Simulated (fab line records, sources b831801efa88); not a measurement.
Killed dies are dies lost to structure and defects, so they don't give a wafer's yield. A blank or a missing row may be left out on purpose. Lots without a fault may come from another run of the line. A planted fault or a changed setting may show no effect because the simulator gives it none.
Which tool did it? | flow sky130 | 24 lots, 72 wafers sampled, at 6 steps of a route of 708

WHAT THE GAUGES READ, wafer by wafer
The record holds no reading of a measuring or inspecting step that can be judged against a usual standard deviation.

WHICH TOOL RAN EACH LOT (tool, then ch and the chambers of the sampled wafers, then the start)
lot  | SKY_METAL1_SPUTTER_00        | SKY_METAL3_DESCUM_15              | SKY_METAL4_SPUTTER_04        | SKY_CAP2M_CVD_00                | SKY_METAL4_ETCH_17                 | SKY_METAL5_SPUTTER_03
L074 | pvd_sputter-03, day 31 05:02 | rie_metal-01 ch 0,1, day 38 03:31 | pvd_sputter-04, day 39 07:57 | pecvd-02 ch 0,1, day 39 08:00   | rie_diel-02 ch 1,2,3, day 41 07:53 | pvd_sputter-04, day 42 13:10
L075 | pvd_sputter-01, day 32 00:50 | rie_metal-01 ch 1, day 38 21:49   | pvd_sputter-03, day 40 01:14 | pecvd-01 ch 0,1, day 40 01:17   | rie_diel-04 ch 0,1, day 41 22:11   | pvd_sputter-02, day 42 23:20
L076 | pvd_sputter-01, day 32 03:28 | rie_metal-01 ch 0,1, day 39 00:47 | pvd_sputter-02, day 40 04:14 | pecvd-01 ch 0,1,2, day 40 04:19 | rie_diel-02 ch 0,2,3, day 42 01:17 | pvd_sputter-04, day 43 02:09
L077 | pvd_sputter-01, day 32 11:31 | rie_metal-02 ch 0, day 39 07:08   | pvd_sputter-04, day 40 10:53 | pecvd-03 ch 0,1, day 40 10:56   | rie_diel-04 ch 0,1,2, day 42 08:49 | pvd_sputter-01, day 43 10:32
L078 | pvd_sputter-03, day 32 21:13 | rie_metal-01 ch 0,1, day 39 14:40 | pvd_sputter-03, day 40 18:14 | pecvd-02 ch 0,1, day 40 18:17   | rie_diel-04 ch 1,2, day 42 14:32   | pvd_sputter-02, day 43 15:30
L079 | pvd_sputter-01, day 33 08:17 | rie_metal-02 ch 0,1, day 40 01:59 | pvd_sputter-03, day 41 05:08 | pecvd-03 ch 0,1,2, day 41 05:11 | rie_diel-04 ch 0,1,3, day 43 02:05 | pvd_sputter-01, day 44 02:58
L082 | pvd_sputter-04, day 34 03:42 | rie_metal-01 ch 0,1, day 40 18:53 | pvd_sputter-04, day 42 06:52 | pecvd-01 ch 0,1,2, day 42 06:55 | rie_diel-04 ch 2,3, day 44 04:58   | pvd_sputter-01, day 45 05:35
L081 | pvd_sputter-01, day 34 05:07 | rie_metal-01 ch 0,1, day 40 20:02 | pvd_sputter-02, day 42 07:01 | pecvd-02 ch 0,1,2, day 42 07:05 | rie_diel-04 ch 1,2,3, day 44 05:56 | pvd_sputter-01, day 45 07:08
L080 | pvd_sputter-04, day 34 06:11 | rie_metal-01 ch 0,1, day 40 21:04 | pvd_sputter-02, day 42 08:08 | pecvd-01 ch 0,1,2, day 42 08:12 | rie_diel-01 ch 1,2, day 44 06:23   | pvd_sputter-02, day 45 07:44
L083 | pvd_sputter-03, day 34 18:19 | rie_metal-02 ch 0,1, day 41 07:17 | pvd_sputter-02, day 42 13:17 | pecvd-02 ch 0,1,2, day 42 13:20 | rie_diel-01 ch 1,2,3, day 44 11:43 | pvd_sputter-04, day 45 12:41
L084 | pvd_sputter-01, day 35 04:08 | rie_metal-04 ch 0,1, day 41 12:10 | pvd_sputter-02, day 42 15:25 | pecvd-01 ch 0,2, day 42 15:28   | rie_diel-02 ch 2,3, day 44 13:31   | pvd_sputter-02, day 45 14:11
L085 | pvd_sputter-04, day 35 06:04 | rie_metal-02 ch 0,1, day 41 16:40 | pvd_sputter-04, day 42 18:58 | pecvd-03 ch 0,1,2, day 42 19:01 | rie_diel-01 ch 0,2, day 44 15:35   | pvd_sputter-04, day 45 16:03
L086 | pvd_sputter-04, day 35 14:34 | rie_metal-02 ch 0,1, day 41 23:47 | pvd_sputter-02, day 43 00:18 | pecvd-02 ch 1,2, day 43 00:21   | rie_diel-02 ch 0,1, day 44 21:52   | pvd_sputter-04, day 45 22:19
L087 | pvd_sputter-04, day 35 18:29 | rie_metal-04 ch 0,1, day 42 05:19 | pvd_sputter-03, day 43 07:32 | pecvd-01 ch 0,2, day 43 07:35   | rie_diel-02 ch 0,1,2, day 45 05:38 | pvd_sputter-04, day 46 05:48
L088 | pvd_sputter-04, day 36 01:38 | rie_metal-01 ch 0, day 42 09:38   | pvd_sputter-04, day 43 12:27 | pecvd-03 ch 0,1,2, day 43 12:30 | rie_diel-04 ch 1,2,3, day 45 09:53 | pvd_sputter-04, day 46 09:14
L089 | pvd_sputter-04, day 36 11:02 | rie_metal-02 ch 0,1, day 42 18:25 | pvd_sputter-04, day 43 19:50 | pecvd-03 ch 1,2, day 43 19:52   | rie_diel-02 ch 1,2,3, day 45 15:17 | pvd_sputter-04, day 46 15:06
L090 | pvd_sputter-03, day 36 23:04 | rie_metal-01 ch 0,1, day 43 07:52 | pvd_sputter-04, day 44 09:54 | pecvd-01 ch 0,1,2, day 44 09:57 | rie_diel-02 ch 0,2,3, day 46 06:25 | pvd_sputter-02, day 47 06:01
L091 | pvd_sputter-03, day 37 03:20 | rie_metal-01 ch 0,1, day 43 12:38 | pvd_sputter-04, day 44 15:08 | pecvd-01 ch 0,1, day 44 15:11   | rie_diel-04 ch 1,2,3, day 46 10:20 | pvd_sputter-01, day 47 10:49
L092 | pvd_sputter-03, day 37 06:23 | rie_metal-04 ch 0,1, day 43 12:59 | pvd_sputter-03, day 44 15:49 | pecvd-01 ch 0,2, day 44 15:52   | rie_diel-02 ch 1,2,3, day 46 11:17 | pvd_sputter-04, day 47 11:07
L093 | pvd_sputter-01, day 37 13:32 | rie_metal-01 ch 0,1, day 44 05:10 | pvd_sputter-04, day 45 06:15 | pecvd-03 ch 0,2, day 45 06:17   | rie_diel-01 ch 0,1,2, day 46 23:53 | pvd_sputter-04, day 47 21:52
L094 | pvd_sputter-03, day 37 18:46 | rie_metal-04 ch 1, day 44 07:44   | pvd_sputter-03, day 45 08:56 | pecvd-01 ch 0,1,2, day 45 08:59 | rie_diel-02 ch 1,2,3, day 47 03:31 | pvd_sputter-02, day 48 01:32
L095 | pvd_sputter-01, day 37 23:14 | rie_metal-04 ch 0,1, day 44 10:37 | pvd_sputter-02, day 45 11:55 | pecvd-03 ch 1,2, day 45 11:58   | rie_diel-01 ch 0,2, day 47 04:32   | pvd_sputter-02, day 48 04:05
L096 | pvd_sputter-03, day 38 13:22 | rie_metal-01 ch 0,1, day 44 13:44 | pvd_sputter-04, day 45 14:28 | pecvd-01 ch 0,1, day 45 14:31   | rie_diel-02 ch 0,1, day 47 07:46   | pvd_sputter-01, day 48 07:10
L097 | pvd_sputter-01, day 39 18:14 | rie_metal-02 ch 1, day 46 02:46   | pvd_sputter-03, day 47 01:56 | pecvd-01 ch 0,2, day 47 01:59   | rie_diel-04 ch 2,3, day 48 17:02   | pvd_sputter-01, day 49 12:51
- SKY_METAL1_SPUTTER_00: material Ti, target thk 15 nm, time 10 s.
- SKY_METAL3_DESCUM_15: chemistry O2, time 8 s.
- SKY_METAL4_SPUTTER_04: material TiN, target thk 70 nm, time 58.3 s.
- SKY_CAP2M_CVD_00: deposits SiO2, target thk 15.5 nm.
- SKY_METAL4_ETCH_17: etches SiO2 in C4F8/O2/Ar, stops on TiN, time 3.9 s, target depth 15 nm.
- SKY_METAL5_SPUTTER_03: material Ti, target thk 5 nm, time 3.229 s.

WHAT THE TOOLS THEMSELVES READ (means of the sampled wafers that have a number; where no wafer has one, the mark that the record gives instead)
SKY_METAL1_SPUTTER_00.
lot  | tool           | throttle_valve_pct (%)
L074 | pvd_sputter-03 | 29.4
L075 | pvd_sputter-01 | 30.4
L076 | pvd_sputter-01 | 30.9
L077 | pvd_sputter-01 | 30.9
L078 | pvd_sputter-03 | 29.0
L079 | pvd_sputter-01 | 30.8
L082 | pvd_sputter-04 | 31.8
L081 | pvd_sputter-01 | 30.2
L080 | pvd_sputter-04 | 30.4
L083 | pvd_sputter-03 | 29.1
L084 | pvd_sputter-01 | 30.6
L085 | pvd_sputter-04 | 29.2
L086 | pvd_sputter-04 | 29.7
L087 | pvd_sputter-04 | 29.7
L088 | pvd_sputter-04 | 30.5
L089 | pvd_sputter-04 | 30.4
L090 | pvd_sputter-03 | 29.2
L091 | pvd_sputter-03 | 29.3
L092 | pvd_sputter-03 | 29.2
L093 | pvd_sputter-01 | 30.4
L094 | pvd_sputter-03 | 29.4
L095 | pvd_sputter-01 | 30.8
L096 | pvd_sputter-03 | 29.2
L097 | pvd_sputter-01 | 30.6

SKY_METAL3_DESCUM_15.
lot  | tool         | drypump_motor_current_A (A) | oes_product_au (a.u.)
L074 | rie_metal-01 | 6.0                         | 0.996
L075 | rie_metal-01 | 6.1                         | 0.986
L076 | rie_metal-01 | 5.9                         | 0.991
L077 | rie_metal-02 | 5.3                         | 0.984
L078 | rie_metal-01 | 5.8                         | 1.001
L079 | rie_metal-02 | 5.2                         | 1.001
L082 | rie_metal-01 | 5.8                         | 0.992
L081 | rie_metal-01 | 5.8                         | 0.994
L080 | rie_metal-01 | 5.8                         | 0.987
L083 | rie_metal-02 | 5.3                         | 0.999
L084 | rie_metal-04 | 6.2                         | 1.012
L085 | rie_metal-02 | 5.2                         | 0.990
L086 | rie_metal-02 | 5.3                         | 0.997
L087 | rie_metal-04 | 6.2                         | 1.018
L088 | rie_metal-01 | 5.7                         | 0.979
L089 | rie_metal-02 | 5.2                         | 0.996
L090 | rie_metal-01 | 5.8                         | 0.991
L091 | rie_metal-01 | 5.8                         | 0.989
L092 | rie_metal-04 | 6.2                         | 1.013
L093 | rie_metal-01 | 5.9                         | 0.987
L094 | rie_metal-04 | 6.3                         | 1.017
L095 | rie_metal-04 | 6.2                         | 1.010
L096 | rie_metal-01 | 6.0                         | 0.985
L097 | rie_metal-02 | 5.1                         | 0.993

SKY_METAL4_SPUTTER_04.
lot  | tool           | throttle_valve_pct (%)
L074 | pvd_sputter-04 | 31.3
L075 | pvd_sputter-03 | 29.3
L076 | pvd_sputter-02 | 30.2
L077 | pvd_sputter-04 | 30.8
L078 | pvd_sputter-03 | 29.0
L079 | pvd_sputter-03 | 29.3
L082 | pvd_sputter-04 | 30.9
L081 | pvd_sputter-02 | 29.8
L080 | pvd_sputter-02 | 29.8
L083 | pvd_sputter-02 | 29.9
L084 | pvd_sputter-02 | 29.8
L085 | pvd_sputter-04 | 30.2
L086 | pvd_sputter-02 | 30.0
L087 | pvd_sputter-03 | 28.9
L088 | pvd_sputter-04 | 30.3
L089 | pvd_sputter-04 | 31.5
L090 | pvd_sputter-04 | 30.8
L091 | pvd_sputter-04 | 31.4
L092 | pvd_sputter-03 | 28.7
L093 | pvd_sputter-04 | 30.8
L094 | pvd_sputter-03 | 29.4
L095 | pvd_sputter-02 | 30.0
L096 | pvd_sputter-04 | 31.4
L097 | pvd_sputter-03 | 29.6

SKY_CAP2M_CVD_00.
lot  | tool     | heater_power_w (W)
L074 | pecvd-02 | 691
L075 | pecvd-01 | 629
L076 | pecvd-01 | 650
L077 | pecvd-03 | 687
L078 | pecvd-02 | 730
L079 | pecvd-03 | 675
L082 | pecvd-01 | 632
L081 | pecvd-02 | 683
L080 | pecvd-01 | 658
L083 | pecvd-02 | 742
L084 | pecvd-01 | 524
L085 | pecvd-03 | 663
L086 | pecvd-02 | 740
L087 | pecvd-01 | 527
L088 | pecvd-03 | 672
L089 | pecvd-03 | 708
L090 | pecvd-01 | 590
L091 | pecvd-01 | 637
L092 | pecvd-01 | 569
L093 | pecvd-03 | 673
L094 | pecvd-01 | 612
L095 | pecvd-03 | 658
L096 | pecvd-01 | 586
L097 | pecvd-01 | 580

SKY_METAL4_ETCH_17.
lot  | tool        | oes_product_au (a.u.)
L074 | rie_diel-02 | 0.753
L075 | rie_diel-04 | 0.754
L076 | rie_diel-02 | 0.755
L077 | rie_diel-04 | 0.763
L078 | rie_diel-04 | 0.744
L079 | rie_diel-04 | 0.754
L082 | rie_diel-04 | 0.751
L081 | rie_diel-04 | 0.752
L080 | rie_diel-01 | 0.756
L083 | rie_diel-01 | 0.755
L084 | rie_diel-02 | 0.756
L085 | rie_diel-01 | 0.758
L086 | rie_diel-02 | 0.743
L087 | rie_diel-02 | 0.754
L088 | rie_diel-04 | 0.754
L089 | rie_diel-02 | 0.750
L090 | rie_diel-02 | 0.744
L091 | rie_diel-04 | 0.752
L092 | rie_diel-02 | 0.749
L093 | rie_diel-01 | 0.755
L094 | rie_diel-02 | 0.751
L095 | rie_diel-01 | 0.760
L096 | rie_diel-02 | 0.752
L097 | rie_diel-04 | 0.752

SKY_METAL5_SPUTTER_03.
lot  | tool           | throttle_valve_pct (%)
L074 | pvd_sputter-04 | 29.6
L075 | pvd_sputter-02 | 30.0
L076 | pvd_sputter-04 | 31.3
L077 | pvd_sputter-01 | 30.6
L078 | pvd_sputter-02 | 29.8
L079 | pvd_sputter-01 | 30.5
L082 | pvd_sputter-01 | 30.9
L081 | pvd_sputter-01 | 31.0
L080 | pvd_sputter-02 | 30.1
L083 | pvd_sputter-04 | 30.8
L084 | pvd_sputter-02 | 29.8
L085 | pvd_sputter-04 | 30.2
L086 | pvd_sputter-04 | 30.9
L087 | pvd_sputter-04 | 29.8
L088 | pvd_sputter-04 | 29.1
L089 | pvd_sputter-04 | 31.3
L090 | pvd_sputter-02 | 29.8
L091 | pvd_sputter-01 | 30.1
L092 | pvd_sputter-04 | 29.6
L093 | pvd_sputter-04 | 30.8
L094 | pvd_sputter-02 | 30.0
L095 | pvd_sputter-02 | 29.6
L096 | pvd_sputter-01 | 30.8
L097 | pvd_sputter-01 | 30.8

THE ANSWER, worked out from the rows above alone
Rule: what is usual is taken from the lots themselves. Put in order of their means at a reading, lots are off if they are a third of the lots or fewer, leave a main group of 4 or more, and stand apart from it by a gap of 3 or more times the standard deviation of the main group's means; of several such gaps the widest counts. A main group whose means are all the same, to the digits that the tables above print for the reading, isn't used. A lot without any number at a reading at which 4 lots or more have one is off too. The other lots that the step has rows for count as sound. The gauges are gone through in route order, then the tools' own readings, and for those a lot's mean is taken as printed above. The first step at which some lot is off is used, and at that step the reading that is off furthest; a lot without a number counts as furthest.
No lot is off at any reading shown: from this, nothing can be told.

WHAT THE SIMULATOR HAD PUT IN
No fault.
